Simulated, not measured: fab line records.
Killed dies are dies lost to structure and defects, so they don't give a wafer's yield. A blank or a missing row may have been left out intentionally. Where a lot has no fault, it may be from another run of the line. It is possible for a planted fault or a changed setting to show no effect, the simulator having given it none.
Chamber matching -- flow gf180mcu -- 4 sister chambers for GF_V4_CMP_04 on cmp-02
The step polishes SiO2. 24 wafers are shown with their chamber, then 12 later ones without.

## WAFERS, EACH WITH ITS CHAMBER
wafer,chamber,motorCurrentA (A),timeToEndpointS (s)
L074.1,2,11.3,81
L074.4,1,13.1,79
L074.5,2,11.6,77
L076.1,3,10.2,75
L076.3,1,12.7,72
L076.5,0,11.2,78
L078.1,1,13.6,77
L078.3,2,10.8,78
L078.5,1,12.9,81
L079.1,1,12.8,76
L079.2,2,11.5,83
L079.3,3,9.9,77
L079.4,0,11.0,79
L079.5,0,11.4,82
L079.6,3,10.2,85
L081.1,0,11.3,90
L081.3,1,13.3,87
L081.5,0,11.5,83
L082.3,1,13.4,85
L082.4,2,11.1,88
L082.5,1,13.4,88
L084.1,2,11.7,90
L084.4,1,12.9,89
L084.5,1,13.2,89

SIGNATURES, as means of the wafers listed above
reading,chamber 0,chamber 1,chamber 2,chamber 3,scatter within a chamber
motorCurrentA,11.280,13.130,11.333,10.100,0.281
timeToEndpointS,82.40,82.30,82.83,79.00,5.58
Rule: distance of a wafer from a chamber = root of the sum over the readings of ((wafer's reading minus chamber's mean) / reading's scatter) squared. If the next closest chamber is less than 2 further off than the closest, the wafer can't be placed; otherwise it belongs to the closest. The scatter: take each reading less its chamber's mean, square it, sum over the shown wafers, divide by the number of wafers less the number of chambers, and take the root.

## WAFERS WHOSE CHAMBER IS MISSING
wafer,motorCurrentA (A),timeToEndpointS (s)
L089.1,10.2,86
L089.2,11.0,80
L089.3,11.6,75
L089.4,12.9,80
L089.5,10.5,86
L089.6,11.2,80
L091.2,12.0,73
L091.3,11.6,74
L091.6,11.1,77
L097.2,11.3,79
L097.4,9.9,85
L097.5,12.7,87

## CHAMBER TAKEN BY EACH
wafer,from the rows above,in truth
L089.1,3,3
L089.2,can't be placed: 0 or 2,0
L089.3,can't be placed: 2 or 0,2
L089.4,1,1
L089.5,can't be placed: 3 or 0 or 2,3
L089.6,can't be placed: 0 or 2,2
L091.2,can't be placed: 2 or 0 or 1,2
L091.3,can't be placed: 2 or 0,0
L091.6,can't be placed: 0 or 2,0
L097.2,can't be placed: 0 or 2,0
L097.4,3,3
L097.5,1,1
Correct placement for 4 of the 12. These rows do not allow placing 8 (true chamber among the candidates in 8). Number placed wrongly: 0.
